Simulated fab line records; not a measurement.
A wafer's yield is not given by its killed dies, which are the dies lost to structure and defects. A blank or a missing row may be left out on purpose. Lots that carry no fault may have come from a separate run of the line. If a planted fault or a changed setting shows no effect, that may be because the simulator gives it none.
Which tool did it? :: flow gf180mcu :: 33 wafers sampled from 11 lots at 1 step of a route of 602

WHAT THE GAUGES READ, wafer by wafer
GF_M2_RS_MEAS_05: a four-point-probe measurement.
lot: L961
measured: day 19 16:59
on: film metro-03
M2_ALCU_RS (ohm/sq): 0.0683 0.0697 0.0701

lot: L964
measured: day 21 03:19
on: film metro-03
M2_ALCU_RS (ohm/sq): 0.0694 0.0692 0.0689

lot: L965
measured: day 21 03:38
on: film metro-04
M2_ALCU_RS (ohm/sq): 0.0712 0.0708 0.0680

lot: L966
measured: day 21 17:30
on: film metro-01
M2_ALCU_RS (ohm/sq): 0.0675 0.0701 0.0705

lot: L967
measured: day 21 23:05
on: film metro-03
M2_ALCU_RS (ohm/sq): 0.0691 0.0710 0.0696

lot: L968
measured: day 22 07:29
on: film metro-01
M2_ALCU_RS (ohm/sq): 0.0701 0.0720 0.0696

lot: L969
measured: day 22 16:23
on: film metro-04
M2_ALCU_RS (ohm/sq): 0.0707 0.0688 0.0715

lot: L970
measured: day 23 04:10
on: film metro-04
M2_ALCU_RS (ohm/sq): 0.0690 0.0711 0.0709

lot: L971
measured: day 23 06:18
on: film metro-01
M2_ALCU_RS (ohm/sq): 0.0701 0.0692 0.0695

lot: L974
measured: day 24 08:35
on: film metro-03
M2_ALCU_RS (ohm/sq): 0.0690 0.0692 0.0695

lot: L979
measured: day 25 21:32
on: film metro-04
M2_ALCU_RS (ohm/sq): 0.0705 0.0690 0.0703

EACH LOT AND THE TOOL THAT RAN IT (in order: tool; ch and the chambers of the sampled wafers; start)
Before these readings, the record contains no process step.

THE ANSWER, worked out from the rows above alone
Rule: what is usual is taken from the lots themselves. Put in order of their means at a reading, lots are off if they are a third of the lots or fewer, leave a main group of 4 or more, and stand apart from it by a gap of 3 or more times the standard deviation of the main group's means; of several such gaps the widest counts. If all means in a main group match to the digits the tables above print for the reading, that group is not used. A lot without any number at a reading at which 4 lots or more have one is off too. The other lots that the step has rows for count as sound.
Across all readings shown, no lot is off: no conclusion can be drawn from this.

WHAT HAD BEEN PUT IN BY THE SIMULATOR
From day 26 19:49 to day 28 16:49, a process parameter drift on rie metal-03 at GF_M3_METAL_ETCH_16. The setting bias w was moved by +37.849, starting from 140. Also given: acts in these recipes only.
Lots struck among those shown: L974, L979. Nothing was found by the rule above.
